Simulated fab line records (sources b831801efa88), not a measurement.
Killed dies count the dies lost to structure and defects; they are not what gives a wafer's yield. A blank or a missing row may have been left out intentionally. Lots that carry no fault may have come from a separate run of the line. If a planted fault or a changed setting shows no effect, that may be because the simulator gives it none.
Which of the tools did it?	flow gf180mcu	39 wafers from 13 lots sampled at 5 of the route's 602 steps

## WHAT THE GAUGES READ, wafer by wafer
GF_HV_LDD_CD_MEAS_19 targets a cd of 400 nm. Usual: cdNm reads 400.6 nm (standard deviation 2.3).
lot	measured	on	cdNm (nm)	flag
L525	day 10 20:12	cdSem-01	402.2 403.0 400.6	
L526	day 11 05:51	cdSem-02	398.4 400.8 399.8	
L528	day 11 16:58	cdSem-01	399.9 401.2 400.5	
L529	day 12 02:08	cdSem-01	397.7 400.9 397.9	
L531	day 12 09:35	cdSem-02	399.6 400.0 400.6	
L532	day 12 18:29	cdSem-01	400.4 401.1 402.0	
L533	day 13 06:23	cdSem-02	397.4 399.4 399.0	
L535	day 13 21:44	cdSem-02	397.6 397.9 398.2	
L539	day 15 02:47	cdSem-02	398.5 400.1 401.3	
L541	day 15 16:41	cdSem-02	406.4 404.1 401.7	
L546	day 17 14:00	cdSem-01	402.7 403.0 401.0	
L547	day 18 00:44	cdSem-02	403.1 402.4 401.7	
L548	day 18 08:53	cdSem-02	396.9 394.7 396.1	

GF_HV_LDD_RS_MEAS_53: the measuring method here is four-point-probe. Usual: HV_LDD_RS gives 418.3 ohm/sq (standard deviation 0.98).
lot	measured	on	HV_LDD_RS (ohm/sq)	flag
L525	day 12 11:17	filmMetro-01	419.6 418.0 418.7	
L526	day 12 21:20	filmMetro-01	420.1 419.5 419.9	
L528	day 13 09:30	filmMetro-02	417.8 416.7 415.8	
L529	day 13 19:32	filmMetro-04	417.3 418.2 418.4	
L531	day 14 03:23	filmMetro-04	419.0 418.5 418.2	
L532	day 14 12:44	filmMetro-01	419.7 418.7 418.9	
L533	day 15 00:58	filmMetro-01	421.0 419.6 419.8	
L535	day 15 17:55	filmMetro-02	417.9 417.5 417.9	
L539	day 16 23:56	filmMetro-02	414.5 414.4 413.6	OFF
L541	day 17 13:44	filmMetro-02	414.0 413.7 412.8	OFF
L546	day 19 12:43	filmMetro-01	418.9 419.8 419.5	
L547	day 20 00:37	filmMetro-02	419.5 418.9 419.0	
L548	day 20 10:28	filmMetro-02	417.9 416.9 416.5	

GF_M2_THK_MEAS_06: measures by xrf. Usual: M2_ALCU_THK gives 455 nm (standard deviation 5.1).
lot	measured	on	M2_ALCU_THK (nm)	flag
L525	day 18 05:28	filmMetro-02	448 445 450	
L526	day 18 14:19	filmMetro-03	455 462 457	
L528	day 19 07:52	filmMetro-03	456 450 447	
L529	day 19 18:23	filmMetro-04	457 461 461	
L531	day 20 06:07	filmMetro-02	461 451 461	
L532	day 20 11:15	filmMetro-03	467 463 466	
L533	day 21 06:41	filmMetro-04	459 461 462	
L535	day 21 22:51	filmMetro-03	457 457 452	
L539	day 23 05:15	filmMetro-04	461 458 455	
L541	day 23 18:34	filmMetro-03	457 452 456	
L546	day 25 15:52	filmMetro-03	457 457 456	
L547	day 26 03:05	filmMetro-02	449 447 455	
L548	day 26 12:40	filmMetro-03	454 457 456	

## WHAT TOOL EACH LOT RAN ON (gives the tool, then ch and the chambers of the sampled wafers, and finally the start)
lot	GF_HV_LDD_RTA_52	GF_V1_ETCH_16
L525	rtpAnneal-01 ch 0, day 12 11:09	rieDiel-03 ch 2,3, day 18 02:19
L526	rtpAnneal-02 ch 0, day 12 21:16	rieDiel-04 ch 0,1,2, day 18 12:14
L528	rtpAnneal-01 ch 0, day 13 09:25	rieDiel-03 ch 0,2, day 19 06:08
L529	rtpAnneal-01 ch 0, day 13 19:28	rieDiel-03 ch 0,2, day 19 16:40
L531	rtpAnneal-01 ch 0, day 14 03:18	rieDiel-03 ch 1,2,3, day 20 04:23
L532	rtpAnneal-02 ch 0, day 14 12:40	rieDiel-04 ch 0,3, day 20 09:32
L533	rtpAnneal-02 ch 0, day 15 00:54	rieDiel-03 ch 0,3, day 21 04:58
L535	rtpAnneal-02 ch 0, day 15 17:51	rieDiel-04 ch 1,2, day 21 21:02
L539	rtpAnneal-02 ch 0, day 16 23:52	rieDiel-03 ch 0,1,3, day 23 03:31
L541	rtpAnneal-02 ch 0, day 17 13:36	rieDiel-02 ch 0,1,3, day 23 16:50
L546	rtpAnneal-01 ch 0, day 19 12:38	rieDiel-02 ch 0,1,2, day 25 14:08
L547	rtpAnneal-01 ch 0, day 20 00:34	rieDiel-04 ch 0,1,3, day 26 01:22
L548	rtpAnneal-02 ch 0, day 20 10:23	rieDiel-04 ch 0,2, day 26 10:56
- GF_HV_LDD_RTA_52: time 10 s.
- GF_V1_ETCH_16: etches BARC in N2/H2.

## AS READ BY THE TOOLS THEMSELVES (means over the sampled wafers that have a number; for cases with no such wafer, the mark the record gives instead)
GF_HV_LDD_RTA_52. Usual: lampPowerPct 28.0 %, standard deviation 1.5; wafer_temp_C_max 1005.6, standard deviation 1.8.
lot	tool	lampPowerPct (%)	wafer_temp_C_max	flag
L525	rtpAnneal-01	29.5	1007.7	
L526	rtpAnneal-02	26.5	1004.3	
L528	rtpAnneal-01	29.4	1005.8	
L529	rtpAnneal-01	29.4	1006.8	
L531	rtpAnneal-01	29.4	1008.3	
L532	rtpAnneal-02	26.5	1004.6	
L533	rtpAnneal-02	26.5	1004.6	
L535	rtpAnneal-02	26.5	1005.2	
L539	rtpAnneal-02	19.6	888.4	OFF
L541	rtpAnneal-02	19.6	888.1	OFF
L546	rtpAnneal-01	29.5	1007.7	
L547	rtpAnneal-01	29.5	1008.4	
L548	rtpAnneal-02	26.5	1004.5	

GF_V1_ETCH_16. Usual: chamberPressureMTorr 30.002 mTorr, standard deviation 0.025; drypumpMotorCurrentA 5.9 A, standard deviation 0.44; oesProductAu 0.854 a.u., standard deviation 0.0056; rfFwdPowerW 495.1 W, standard deviation 2.4; throttleValvePct 13.225 %, standard deviation 0.0094.
lot	tool	chamberPressureMTorr (mTorr)	drypumpMotorCurrentA (A)	oesProductAu (a.u.)	rfFwdPowerW (W)	throttleValvePct (%)	flag
L525	rieDiel-03	30.000	6.0	0.846	496.5	13.229	
L526	rieDiel-04	29.993	5.7	0.853	494.0	13.233	
L528	rieDiel-03	29.990	5.6	0.849	494.9	13.225	
L529	rieDiel-03	30.029	5.6	0.857	494.0	13.228	
L531	rieDiel-03	30.015	6.1	0.864	496.4	13.227	
L532	rieDiel-04	29.992	5.3	0.853	497.1	13.234	
L533	rieDiel-03	30.010	5.8	0.858	492.8	13.226	
L535	rieDiel-04	29.995	5.8	0.853	494.3	13.227	
L539	rieDiel-03	30.008	6.1	0.856	494.5	13.234	
L541	rieDiel-02	29.996	6.2	0.851	494.5	13.219	
L546	rieDiel-02	30.025	6.2	0.847	495.9	13.232	
L547	rieDiel-04	30.010	5.6	0.853	495.5	13.232	
L548	rieDiel-04	29.980	5.7	0.853	495.0	13.225	

## THE ANSWER, worked out from the rows above alone
Rule: lot off if the mean of its wafers having a number is beyond 3 standard deviations from the usual mean. Also off: a lot with no number at a reading for which 4 or more lots have one. All remaining lots with rows at the step are treated as sound. After the gauges, taken in route order, come the tools' own readings; for these a lot's mean is taken, as printed above. The first step at which some lot is off is used, and at that step the reading that is off furthest; a lot without a number counts as furthest.
Off: at GF_HV_LDD_RS_MEAS_53 (HV_LDD_RS), L539, L541.
A tool fits if, at a process step before that reading, it ran every lot that is off, and no sound lot after the first of them. Not tried: the gauges at GF_HV_LDD_RS_MEAS_53; whatever is off there is also off at GF_HV_LDD_RTA_52, on other tools, and gauge error can't account for it. No candidate that was tried fits.

## WHAT THE SIMULATOR HAD INSERTED
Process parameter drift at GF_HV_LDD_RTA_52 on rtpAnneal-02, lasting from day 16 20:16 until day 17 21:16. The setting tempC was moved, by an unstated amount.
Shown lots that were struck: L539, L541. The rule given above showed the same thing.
